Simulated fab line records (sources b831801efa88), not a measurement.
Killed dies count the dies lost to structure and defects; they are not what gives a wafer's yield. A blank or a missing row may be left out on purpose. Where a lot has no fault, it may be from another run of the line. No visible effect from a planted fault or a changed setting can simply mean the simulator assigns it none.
Struck lot and sound lot, side by side + flow sky130 + 15 out of 708 route steps
Sound: wafers L266.1, L266.5, L266.6. Struck: wafers L276.3, L276.4, L276.6. The cause comes at the end.
At each step with rows: each side's tool, then ch and its chambers, then its first start. Under that, the readings that differ: sound wafers + struck wafers + difference of the means + sigmas: that difference in standard deviations of wafers without a fault.
alike: words and numbers the same on both sides, and readings whose means are apart by under 2 such deviations; not compared: readings that were withheld, readings missing a value for some wafer, numbers with overlapping values and no deviation given by the record, and bounds like >300 which may hide the same value.
Wherever a step has rows on one side only, a row that says differs or no value, or a row with sigmas, the two part there. Numbers that have no deviation but don't overlap get no sigmas and don't part them. A reading that every wafer of one side lacks parts them only if that side has two wafers or more.

SKY_METAL2_STRIP_20: strips in O2/N2.
  sound on plasma asher-02 ch 0,1, day 37 15:26; struck on plasma asher-03 ch 0,1, day 39 23:05
  alike: drypump motor current A, oes product au, strip time to endpoint s
  not compared: rf hours counter h
then, 4 steps without rows for these wafers: SKY_METAL2_STRIP_21 (strips in post etch residue remover, time 1200 s); SKY_METAL2_CLEAN_22 (cleans in IPA, time 180 s); SKY_METAL2_CLEAN_23 (cleans in O3/DIW); SKY_VIA2_HDPCVD_00 (deposits SiO2, target thk 1180 nm, time 196.7 s).
SKY_VIA2_THK_MEAS_01:
  sound: film metro-04 at day 37 16:10; struck: film metro-02 at day 39 23:49
  alike: VIA2_HDPCVD_THK
SKY_VIA2_CMP_02: polishes SiO2.
  sound on cmp-01 ch 0,2,3, day 37 16:19; struck on cmp-02 ch 0,1,3, day 39 23:52
  alike: motor current A
SKY_VIA2_BOW_MEAS_03:
  sound: film metro-02 at day 37 16:31; struck: film metro-02 at day 40 00:12
  alike: VIA2_BOW
then, 4 steps without rows for these wafers: SKY_VIA2_DEHYDRATE_04 (time 60 s); SKY_VIA2_HMDS_05 (prime time 60 s); SKY_VIA2_COAT_06 (resist thk 60 nm); SKY_VIA2_COAT_07 (resist thk 450 nm).
SKY_VIA2_SOFTBAKE_08: time 90 s.
  sound on litho track-01 ch 0, day 38 05:00; struck on litho track-01 ch 0, day 40 12:00
| reading                  | sound                | struck            | difference | sigmas      |
|--------------------------|----------------------|-------------------|------------|-------------|
| heater power total W (W) | 57.43 57.37 57.19    | 63.56 63.24 63.46 | +6.09      | +55         |
| run length s (s)         | 119.35 119.48 119.43 | 95.68 95.42 95.54 | -23.87     | -99 or more |
  alike: resist line temp C
then, 1 step without rows for these wafers: SKY_VIA2_EXPOSE_09 (exposes mask VIM2, target cd 200 nm).
-- the record jumps here: 9 days lie between the struck wafers' starts before and after (it left off in module VIA2 and takes up again in module PAD_OPEN, whose first step shown is number 708 of the route) --
SKY_PAD_OPEN_PROBE_99:
  sound: prober-02 at day 47 16:29; struck: prober-01 at day 49 13:36
| reading         | sound | struck | difference | sigmas |
|-----------------|-------|--------|------------|--------|
| killed_at_M4_up | 0 3 2 | 4 6 6  | +4         | +2     |
  alike: defect limited yield, killed_at_M0_to_M3, killed at contacts, killed at front end, killed at other, killed dies, killed open, killed short, sort_bin_3_pad_short, sort_bin_5_function, sort_bin_6_memory, sort n pass, sort yield pct

WHERE THEY PART
First at SKY_VIA2_SOFTBAKE_08; last, within this record, at SKY_PAD_OPEN_PROBE_99.

WHY: whatever the simulator had introduced
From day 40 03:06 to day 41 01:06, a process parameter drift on litho track-01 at SKY_VIA2_SOFTBAKE_08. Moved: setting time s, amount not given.
